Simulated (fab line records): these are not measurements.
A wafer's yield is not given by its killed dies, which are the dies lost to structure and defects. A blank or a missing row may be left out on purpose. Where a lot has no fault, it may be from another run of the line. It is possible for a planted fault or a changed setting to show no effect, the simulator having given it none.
8D (eight disciplines) problem report, filled in by code | flow gf180mcu | the parts of the form that need people (team, actions taken, sign-off) are left out

1. PROBLEM STATEMENT
chamberO2Ppm at GF_SALICIDE_RTA_06 reads a mean of 301.998 on 6 wafers of 2 lots; wafers without a fault read 1.996 with a standard deviation of 0.02. That is +99 or more standard deviations from the usual mean.
The step: time 30 s.
The first sign was on wafer L575.1 at day 18 08:25, on rtpAnneal-01. The record holds 42 wafers of 14 lots with a number at this step. The rule behind "out" and "out of limits": a value lying over 4 standard deviations away from the usual mean. Any other wafer with a number is counted as sound.

2. WHAT IT IS; WHAT IT IS NOT
question                    | is                     | is not
which readings at this step | chamberO2Ppm           | annealTempCMax, lampPowerPct, wafer_temp_C_max
which lots                  | L575, L577             | L566, L567, L568, L569, L573, L574, L576, L583, L584, L585, L587, L589
which wafers of those lots  | all that have a number | -
read on which tools         | rtpAnneal-01           | rtpAnneal-02
when                        | from day 18 08:25      | up to then (18 sound wafers); but 18 sound wafers of L576, L583, L584, L585, L587, L589 came after

3. THE SUSPECTS, EACH WITH WHAT RULES IT OUT
Counting: a tool stays on the suspect list if, at a process step up to the reading, it processed all lots that are out and no sound lot following the first of them.
- rtpAnneal-01 at GF_SALICIDE_RTA_06 (time 30 s): ruled out as a lasting fault. The sound lots L585, L587 went through it after L575, its earliest lot that is out (day 18 08:25).
Left after counting: nothing in the record.

4. THE CAUSE (what the simulator had put in)
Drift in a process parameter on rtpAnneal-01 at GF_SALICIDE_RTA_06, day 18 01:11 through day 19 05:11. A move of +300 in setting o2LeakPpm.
Counting ruled it out, wrongly.

5. THE EFFECT CHAIN, in route order
Rows list readings where the struck wafers' mean (over those with a number) sits beyond 3 standard deviations from the usual. Readings are gone through only where the record gives a usual standard deviation; hours: the median, over the lots, of the time from a lot's start at the first step in this table giving one to that lot's start at this step; sigmas: the change measured in usual standard deviations.
hours | step               | reading      | usual | on struck wafers | change   | sigmas
0     | GF_SALICIDE_RTA_06 | chamberO2Ppm | 1.996 | 301.998          | +300.002 | +99 or more
Here are the process steps it includes:
- GF_SALICIDE_RTA_06: time 30 s.
Later measuring or inspecting steps at which every struck wafer that the step has a row for has a number for every such reading, and none has moved that far: GF_CONTACT_THK_MEAS_01, GF_CONTACT_BOW_MEAS_05.

6. WHAT WOULD HAVE CAUGHT IT SOONER
In this record the first reading out of limits was taken at day 18 08:25, 7 hours after the fault began at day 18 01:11.
